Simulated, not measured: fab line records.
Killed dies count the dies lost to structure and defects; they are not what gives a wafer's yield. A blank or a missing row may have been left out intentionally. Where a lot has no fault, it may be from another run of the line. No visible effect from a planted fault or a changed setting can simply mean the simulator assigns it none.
fab line records | flow sky130
record: lots: 5 | wafers: 15 | last-day: 49
route steps=708 shown VIA3@587 METAL4@598
lots that met no fault: taken from a fault-free run of the same line
start-h: hours from the record's first day to the start of the lot's first wafer shown | wait-h: how many hours have passed since the lot's step before this one | " as in the row above | L1.1+2: a row that stands for several wafers | - either no value or no given start | * or withheld: withheld | < > ~ a bound
route shown NAME@n: NAME is a module with steps in the file, n the number in the route of the first one | usual: mean and standard deviation over wafers with no fault | same: alike in all rows | chamber/n: place in a boat | sites: each site's reading | _std_site: standard deviation of those values | _edge_site: inner sites' mean taken away from outer sites' mean | radius-mm: for every site, how far away it sits from the centre of the wafer | mask NAME#n: copy n | behind: the tool/chamber that last shaped the wafer | hold: why the lot went on hold/how many hours it stayed there/how the hold came to an end | device: which transistor (n, p or np) failed to switch | end of line: tests run on the same wafers once the route is complete | a step with no rows: only its recipe | killed: at the first sort, the dies lost to defects and structure; wafer yield is something else | map: a wafer's dies, marking killed ones x, the rest . and places with no die _
set.NAME: the setting as run; set.NAME@STEP: as run at that earlier step | model.NAME: the simulator's own value behind a step, which no gauge read
lots at some steps of the route; a table a step, a row a wafer
services: when a tool's chamber went out of use (start-h, in hours from the record's first day, below 0 if earlier), for how many hours, and the reason
== steps ==
step: SKY_VIA3_ETCH_14
recipe: chemistry: N2/H2 | target: BARC | ion-energy-ev: 200 | source-w: 500 | bias-w: 100 | pressure-mtorr: 30 | n2-flow-sccm: 100 | h2-flow-sccm: 200 | stop-on: SiO2 | time-s: 45.9 | target-depth-a: 600
usual: drypump-motor-current-A: 5.6/0.44 | oes-product-au: 0.855/0.0045 | throttle-valve-pct: 13.225/0.0097
lot.wafer | tool        | chamber | start-h | wait-h | drypump-motor-current-A | oes-product-au | rf-hours-counter-h | throttle-valve-pct
L362.1    | rie-diel-01 | 1       | 949.84  | 0.0    | 5.6                     | 0.855          | 6                  | 13.222
L362.3    | "           | 3       | "       | "      | 6.3                     | 0.849          | 10                 | 13.213
L362.4    | "           | 1       | "       | "      | 5.7                     | 0.853          | -                  | 13.216
L365.1    | rie-diel-01 | 2       | 958.51  | 0.0    | 5.2                     | 0.852          | 19                 | 13.227
L365.3    | "           | 1       | "       | "      | 5.7                     | 0.846          | 6                  | 13.228
L365.5    | "           | 0       | "       | "      | 5.4                     | 0.847          | -                  | 13.250
L371.2    | rie-diel-01 | 1       | 1004.37 | 0.0    | 5.7                     | 0.858          | 7                  | 13.194
L371.4    | "           | 2       | "       | "      | 5.2                     | 0.855          | 21                 | 13.223
L371.6    | "           | 3       | "       | "      | 6.3                     | 0.852          | -                  | 13.223
L378.4    | rie-diel-01 | 1       | 1055.81 | 0.0    | 5.7                     | 0.850          | 8                  | 13.228
L378.5    | "           | 3       | "       | "      | 6.2                     | 0.857          | -                  | 13.216
L378.6    | "           | 0       | "       | "      | 5.4                     | 0.856          | -                  | 13.234
L380.2    | rie-diel-02 | 0       | 1063.42 | 0.0    | 5.5                     | 0.859          | 13                 | 13.234
L380.3    | "           | 2       | "       | "      | 6.5                     | 0.853          | 8                  | 13.233
L380.5    | "           | 3       | "       | "      | 5.2                     | 0.860          | -                  | 13.230
step: SKY_VIA3_ETCH_15
recipe: target: SiO2 | chemistry: C4F8/O2/Ar | target-depth-nm: 507 | stop-on: TiN | mask-material: KrF-thick | source-w: 1500 | bias-w: 1200 | pressure-mtorr: 40 | c4f8-flow-sccm: withheld | O2_flow_sccm: 6 | Ar_flow_sccm: 300 | time-s: 78
usual: oes-product-au: 0.946/0.0052
lot.wafer | tool        | chamber | start-h | wait-h | oes-product-au | rf-hours-counter-h
L362.1    | rie-diel-01 | 1       | 949.88  | 0.0    | 0.947          | 6
L362.3    | "           | 3       | "       | "      | 0.940          | 10
L362.4    | "           | 1       | "       | "      | 0.953          | -
L365.1    | rie-diel-01 | 2       | 958.55  | 0.0    | 0.947          | 19
L365.3    | "           | 1       | "       | "      | 0.939          | 6
L365.5    | "           | 0       | "       | "      | 0.954          | -
L371.2    | rie-diel-01 | 1       | 1004.42 | 0.0    | 0.952          | 7
L371.4    | "           | 2       | "       | "      | 0.939          | 21
L371.6    | "           | 3       | "       | "      | 0.946          | -
L378.4    | rie-diel-01 | 1       | 1055.85 | 0.0    | 0.951          | 8
L378.5    | "           | 3       | "       | "      | 0.946          | -
L378.6    | "           | 0       | "       | "      | 0.935          | -
L380.2    | rie-diel-02 | 0       | 1063.47 | 0.0    | 0.953          | 13
L380.3    | "           | 2       | "       | "      | 0.952          | 8
L380.5    | "           | 3       | "       | "      | 0.940          | -
step: SKY_VIA3_STRIP_16
recipe: chemistry: O2/N2 | power-w: 1400 | pressure-mtorr: 1500 | platen-temp-c: withheld | o2-flow-sccm: 3000 | n2-flow-sccm: 300 | overash-fraction: 0.5
usual: drypump-motor-current-A: 5.50/0.3 | oes-product-au: 0.403/0.0044 | strip-time-to-endpoint-s: 4.140/0.022
same: overash-fraction: 0.5
lot.wafer | tool            | chamber | start-h | wait-h | drypump-motor-current-A | oes-product-au | rf-hours-counter-h | strip-time-to-endpoint-s
L362.1    | plasma-asher-01 | 0       | 949.94  | 0.0    | 5.56                    | 0.399          | 21                 | 4.132
L362.3    | "               | 1       | "       | "      | 5.55                    | 0.407          | -                  | 4.109
L362.4    | "               | 0       | "       | "      | 5.59                    | 0.403          | -                  | 4.138
L365.1    | plasma-asher-01 | 1       | 958.61  | 0.0    | 5.53                    | 0.407          | 22                 | 4.141
L365.3    | "               | 1       | "       | "      | 5.50                    | 0.405          | -                  | 4.115
L365.5    | "               | 0       | "       | "      | 5.58                    | 0.399          | -                  | 4.156
L371.2    | plasma-asher-01 | 1       | 1004.48 | 0.0    | 5.51                    | 0.403          | 27                 | 4.157
L371.4    | "               | 1       | "       | "      | 5.52                    | 0.400          | -                  | 4.174
L371.6    | "               | 1       | "       | "      | 5.55                    | 0.400          | -                  | 4.141
L378.4    | plasma-asher-04 | 1       | 1055.95 | 0.1    | 5.37                    | 0.405          | -                  | 4.150
L378.5    | "               | 1       | "       | "      | 5.35                    | 0.403          | -                  | 4.126
L378.6    | "               | 0       | "       | "      | 5.84                    | 0.407          | -                  | 4.136
L380.2    | plasma-asher-04 | 1       | 1063.53 | 0.0    | 5.37                    | 0.401          | 94                 | 4.101
L380.3    | "               | 1       | "       | "      | 5.35                    | 0.399          | -                  | 4.117
L380.5    | "               | 0       | "       | "      | 5.86                    | 0.405          | -                  | 4.090
step: SKY_VIA3_STRIP_17
recipe: chemistry: post-etch-residue-remover | time-s: 1200 | temp-c: 72.5
step: SKY_VIA3_CLEAN_18
recipe: chemistry: IPA | time-s: 180 | temp-c: 25
step: SKY_VIA3_CLEAN_19
recipe: chemistry: O3/DIW | dry: n2-spin
step: SKY_VIA3_SPUTTER_20
recipe: material: TiN | target-thk-nm: 20 | chamber-pressure-pa: 5 | power-w: 4000 | time-s: 80
step: SKY_VIA3_CVD_21
recipe: material: W | target-thk-nm: 390 | time-s: 117.31 | temp-c: 400 | pressure-torr: 40
usual: heater-power-w: 843/64
lot.wafer | tool     | chamber | start-h | wait-h | heater-power-w
L362.1    | cvd-w-02 | 0       | 950.59  | 0.0    | 764
L362.3    | "        | 0       | "       | "      | 756
L362.4    | "        | 0       | "       | "      | 753
L365.1    | cvd-w-02 | 0       | 959.26  | 0.0    | 747
L365.3    | "        | 0       | "       | "      | 738
L365.5    | "        | 0       | "       | "      | 759
L371.2    | cvd-w-02 | 0       | 1005.14 | 0.0    | 761
L371.4    | "        | 0       | "       | "      | 746
L371.6    | "        | 1       | "       | "      | 882
L378.4    | cvd-w-01 | 1       | 1056.64 | 0.1    | 891
L378.5    | "        | 0       | "       | "      | 817
L378.6    | "        | 1       | "       | "      | 888
L380.2    | cvd-w-02 | 0       | 1064.19 | 0.0    | 765
L380.3    | "        | 1       | "       | "      | 904
L380.5    | "        | 0       | "       | "      | 758
step: SKY_VIA3_RS_MEAS_22
recipe: thk-meas-gauge: four-point-probe | reads: W_of_VIA3_CVD_21+TiN_of_VIA3_SPUTTER_20
usual: VIA3_W_RS: 0.290/0.0066
lot.wafer | tool          | chamber | start-h | wait-h | VIA3_W_RS[ohm/sq]
L362.1    | film-metro-03 | -       | 950.84  | 0.2    | 0.295
L362.3    | "             | -       | "       | "      | 0.294
L362.4    | "             | -       | "       | "      | 0.293
L365.1    | film-metro-03 | -       | 959.39  | 0.1    | 0.293
L365.3    | "             | -       | "       | "      | 0.296
L365.5    | "             | -       | "       | "      | 0.294
L371.2    | film-metro-04 | -       | 1005.28 | 0.1    | 0.292
L371.4    | "             | -       | "       | "      | 0.294
L371.6    | "             | -       | "       | "      | 0.295
L378.4    | film-metro-04 | -       | 1056.78 | 0.1    | 0.294
L378.5    | "             | -       | "       | "      | 0.279
L378.6    | "             | -       | "       | "      | 0.293
L380.2    | film-metro-04 | -       | 1064.34 | 0.1    | 0.294
L380.3    | "             | -       | "       | "      | 0.297
L380.5    | "             | -       | "       | "      | 0.292
step: SKY_VIA3_THK_MEAS_23
recipe: thk-meas-gauge: xrf | reads: W_of_VIA3_CVD_21
usual: VIA3_W_THK: 390/9.4
lot.wafer | tool          | chamber | start-h | wait-h | VIA3_W_THK[nm]
L362.1    | film-metro-03 | -       | 950.96  | 0.1    | 381
L362.3    | "             | -       | "       | "      | 383
L362.4    | "             | -       | "       | "      | 385
L365.1    | film-metro-03 | -       | 959.51  | 0.1    | 385
L365.3    | "             | -       | "       | "      | 382
L365.5    | "             | -       | "       | "      | 383
L371.2    | film-metro-04 | -       | 1005.39 | 0.1    | 391
L371.4    | "             | -       | "       | "      | 391
L371.6    | "             | -       | "       | "      | 389
L378.4    | film-metro-04 | -       | 1056.87 | 0.1    | 389
L378.5    | "             | -       | "       | "      | 408
L378.6    | "             | -       | "       | "      | 389
L380.2    | film-metro-04 | -       | 1064.45 | 0.1    | 389
L380.3    | "             | -       | "       | "      | 386
L380.5    | "             | -       | "       | "      | 392
step: SKY_VIA3_CMP_24
recipe: stop-on: SiO2 | t-overpolish-s: 20 | down-force-psi: 3.5 | platen-rpm: 60 | target-thk-nm: 0 | pad-velocity-m-s: 0.94248
usual: motor-current-A: 11.1/0.73 | overpolish-run-s: 20.002/0.0095 | time-to-endpoint-s: 95/3.6
lot.wafer | tool   | chamber | start-h | wait-h | motor-current-A | overpolish-run-s | time-to-endpoint-s
L362.3    | cmp-02 | 2       | 951.07  | 0.1    | 11.1            | 19.993           | 91
L362.1    | "      | 3       | "       | "      | 11.2            | 20.003           | 91
L362.4    | "      | 0       | "       | "      | 12.5            | 19.999           | 92
L365.3    | cmp-02 | 1       | 959.62  | 0.1    | 10.5            | 19.993           | 93
L365.1    | "      | 3       | "       | "      | 12.1            | 19.999           | 89
L365.5    | "      | 1       | "       | "      | 11.1            | 19.989           | 91
L371.4    | cmp-02 | 3       | 1005.44 | 0.0    | 11.2            | 19.996           | 90
L371.2    | "      | 1       | "       | "      | 10.8            | 20.005           | 97
L371.6    | "      | 0       | "       | "      | 12.8            | 19.979           | 98
L378.4    | cmp-02 | 2       | 1056.90 | 0.0    | 10.2            | 19.997           | 95
L378.6    | "      | 2       | "       | "      | 10.5            | 20.025           | 95
L378.5    | "      | 3       | "       | "      | 12.1            | 19.985           | 99
L380.3    | cmp-01 | 2       | 1064.55 | 0.1    | 10.8            | 20.012           | 94
L380.2    | "      | 3       | "       | "      | 11.4            | 20.013           | 96
L380.5    | "      | 2       | "       | "      | 10.6            | 20.004           | 96
step: SKY_METAL4_SPUTTER_00
recipe: material: Ti | target-thk-nm: 15 | power-w: 3000 | time-s: 10 | chamber-pressure-pa: 0.4
step: SKY_METAL4_SPUTTER_01
recipe: material: TiN | target-thk-nm: 20 | power-w: 6500 | time-s: 16.7 | chamber-pressure-pa: 0.4
usual: cathode-dc-power-W: 6499.9/1.2 | throttle-valve-pct: 30.6/1
lot.wafer | tool           | chamber | start-h | wait-h | cathode-dc-power-W | throttle-valve-pct | model.TiN_of_METAL4_SPUTTER_01.thk-nm
L362.1    | pvd-sputter-04 | -       | 951.34  | 0.0    | 6499.6             | 29.1               | 20.06
L362.3    | "              | -       | "       | "      | 6500.8             | 30.4               | 19.8
L362.4    | "              | -       | "       | "      | 6499.3             | 30.4               | 19.78
L365.1    | pvd-sputter-03 | -       | 959.89  | 0.0    | 6500.3             | 31.8               | 20.26
L365.3    | "              | -       | "       | "      | 6499.8             | 30.1               | 20.24
L365.5    | "              | -       | "       | "      | 6499.5             | 30.1               | 20.26
L371.2    | pvd-sputter-04 | -       | 1005.77 | 0.0    | 6501.9             | 30.9               | 19.83
L371.4    | "              | -       | "       | "      | 6497.2             | 30.3               | 8.614
L371.6    | "              | -       | "       | "      | 6499.4             | 29.2               | 20.06
L378.4    | pvd-sputter-03 | -       | 1057.23 | 0.0    | 6500.1             | 31.9               | 20.04
L378.5    | "              | -       | "       | "      | 6499.3             | 32.1               | 20
L378.6    | "              | -       | "       | "      | 6499.9             | 30.2               | 20
L380.2    | pvd-sputter-01 | -       | 1064.82 | 0.0    | 6500.7             | 31.0               | 19.67
L380.3    | "              | -       | "       | "      | 6498.9             | 29.6               | 19.9
L380.5    | "              | -       | "       | "      | 6501.3             | 29.3               | 19.83
step: SKY_METAL4_SPUTTER_02
recipe: material: AlCu | target-thk-nm: 735 | power-w: 10600 | time-s: 39.1 | chamber-pressure-pa: 0.4
== services ==
tool            | chamber | start-h | hours | kind
cmp-01          | -       | 926.55  | 3.8   | repair
cmp-01          | -       | 926.73  | 5.7   | repair
cvd-w-01        | -       | 940.28  | 2.8   | pm
rie-diel-01     | 2       | 943.47  | 7.2   | repair
cvd-w-02        | 1       | 943.49  | 7.7   | repair
rie-diel-02     | 3       | 952.31  | 7.9   | repair
plasma-asher-04 | -       | 962.02  | 3.4   | repair
pvd-sputter-04  | -       | 963.20  | 8.8   | repair
pvd-sputter-04  | -       | 992.93  | 1.3   | repair
cmp-02          | -       | 993.62  | 0.6   | repair
plasma-asher-04 | -       | 995.30  | 28.1  | pm
rie-diel-01     | 3       | 1018.48 | 4.0   | repair
cmp-02          | -       | 1041.12 | 4.7   | pm
cvd-w-02        | 0       | 1043.97 | 16.5  | repair
pvd-sputter-04  | -       | 1049.80 | 10.7  | repair
plasma-asher-04 | -       | 1064.37 | 37.5  | pm
== key ==
first-sign none at tools or gauges
model-effect: step: SKY_METAL4_SPUTTER_01 | value: TiN_of_METAL4_SPUTTER_01.thk-nm | without: 19.88 | struck: 8.614
met-at SKY_METAL4_SPUTTER_01
struck-wafers L371.4
onset-between 951.34 1005.77
fault: kind: process-parameter-drift | tool: pvd-sputter-04 | chamber: - | onset-h: 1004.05 | steps: SKY_METAL4_SPUTTER_01 | channel: target-thk-nm | offset: -11.268 | shape: step | end-h: 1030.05 | scope: struck-wafers-only | acts-in: these-recipes-only | stated: 20
